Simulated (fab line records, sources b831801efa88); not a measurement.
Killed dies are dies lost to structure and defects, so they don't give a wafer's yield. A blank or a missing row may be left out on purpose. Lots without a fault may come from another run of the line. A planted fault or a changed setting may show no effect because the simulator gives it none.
A struck lot beside a sound one | flow sky130 | 36 steps out of a route of 708
Sound: wafers L102.2, L102.5, L102.6. Struck: wafers L110.2, L110.4, L110.6. The cause comes at the end.
At each step with rows: each side's tool, then ch and its chambers, then its first start. Under that, the readings that differ: sound wafers | struck wafers | difference of the means | sigmas: that difference in standard deviations of wafers without a fault.
alike: readings whose means differ by less than 2 such deviations, and words and numbers that are the same on both sides. not compared: withheld readings, readings that some wafer has no value for, bounds like >300 that may hide the same value, and numbers for which the record gives no deviation and whose values overlap.
The two part at a step that has a row with sigmas, a row that says differs or no value, or rows on one side only. Numbers that don't overlap but have no deviation are shown without sigmas and don't part them. A reading that every wafer of one side lacks parts them only if that side has two wafers or more.

first, 10 steps without rows for these wafers: SKY_DNWELL_DEVELOP_06 (develop time 60 s); SKY_DNWELL_IMPLANT_07; SKY_DNWELL_STRIP_08 (strips in O2/N2); SKY_PWDE_DEHYDRATE_00 (time 60 s); SKY_PWDE_HMDS_01 (prime time 60 s); SKY_PWDE_COAT_02 (resist thk 3000 nm); SKY_PWDE_SOFTBAKE_03; SKY_PWDE_EXPOSE_04 (exposes mask PWDEM, target cd 840 nm); SKY_PWDE_PEB_05; SKY_PWDE_DEVELOP_06 (develop time 60 s).
SKY_PWDE_IMPLANT_08:
  sound on implanter-04 ch 0, day 4 02:59; struck on implanter-04 ch 0, day 6 06:26
  reading       | sound                         | struck                        | difference | sigmas
  dose_ions_cm2 | 3.604e+12 3.606e+12 3.605e+12 | 3.492e+12 3.487e+12 3.491e+12 | -1.150e+11 | -28
  alike: end_station_pressure_torr
then, 23 steps without rows for these wafers: SKY_PWDE_STRIP_09 (strips in O2/N2); SKY_NWELL_DEHYDRATE_03 (time 60 s); SKY_NWELL_HMDS_04 (prime time 60 s); SKY_NWELL_COAT_05 (resist thk 3000 nm); SKY_NWELL_SOFTBAKE_06; SKY_NWELL_EXPOSE_07 (exposes mask NWM, target cd 840 nm); SKY_NWELL_PEB_08; SKY_NWELL_DEVELOP_09 (develop time 60 s); SKY_NWELL_IMPLANT_11; SKY_NWELL_IMPLANT_12; SKY_NWELL_IMPLANT_13; SKY_NWELL_STRIP_14 (strips in O2/N2); SKY_NWELL_DEHYDRATE_16 (time 60 s); SKY_NWELL_HMDS_17 (prime time 60 s); SKY_NWELL_COAT_18 (resist thk 3000 nm); SKY_NWELL_SOFTBAKE_19; SKY_NWELL_EXPOSE_20 (exposes mask NWM COMPLEMENT, target cd 840 nm); SKY_NWELL_PEB_21; SKY_NWELL_DEVELOP_22 (develop time 60 s); SKY_NWELL_IMPLANT_24; SKY_NWELL_STRIP_25 (strips in O2/N2); SKY_NWELL_CLEAN_27 (cleans in SC1/SC2, time 150 s); SKY_NWELL_RTA_28 (time 30 s).
SKY_NWELL_RS_MEAS_31: measures by four-point-probe.
  sound on film_metro-04, day 5 14:48; struck on film_metro-02, day 7 23:12
  reading          | sound          | struck         | difference | sigmas
  PWDE_RS (ohm/sq) | 5275 5271 5266 | 5388 5418 5401 | +132       | +9
-- the record jumps here: 41 days lie between the struck wafers' starts before and after (it left off in module NWELL and takes up again in module PAD_OPEN, whose first step shown is number 708 of the route) --
SKY_PAD_OPEN_PROBE_99:
  sound on prober-02, day 45 21:04; struck on prober-01, day 49 06:40
  reading                                   | sound          | struck         | difference | sigmas
  model.etest.res_pwde_under_gate.rs_ohm_sq | 6216 6285 6256 | 6350 6376 6343 | +104       |
  alike: killed_at_M0_to_M3, killed_at_M4_up, killed_at_contacts, killed_at_front_end, killed_at_other, killed_dies, killed_open, killed_short

WHERE THEY PART
First at SKY_PWDE_IMPLANT_08; last, within this record, at SKY_NWELL_RS_MEAS_31. Later steps at which nothing parts them and some readings are alike: SKY_PAD_OPEN_PROBE_99.

WHY: what the simulator had put in
Process parameter drift: implanter-04, from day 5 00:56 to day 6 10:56, at SKY_PWDE_IMPLANT_08. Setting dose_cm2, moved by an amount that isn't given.
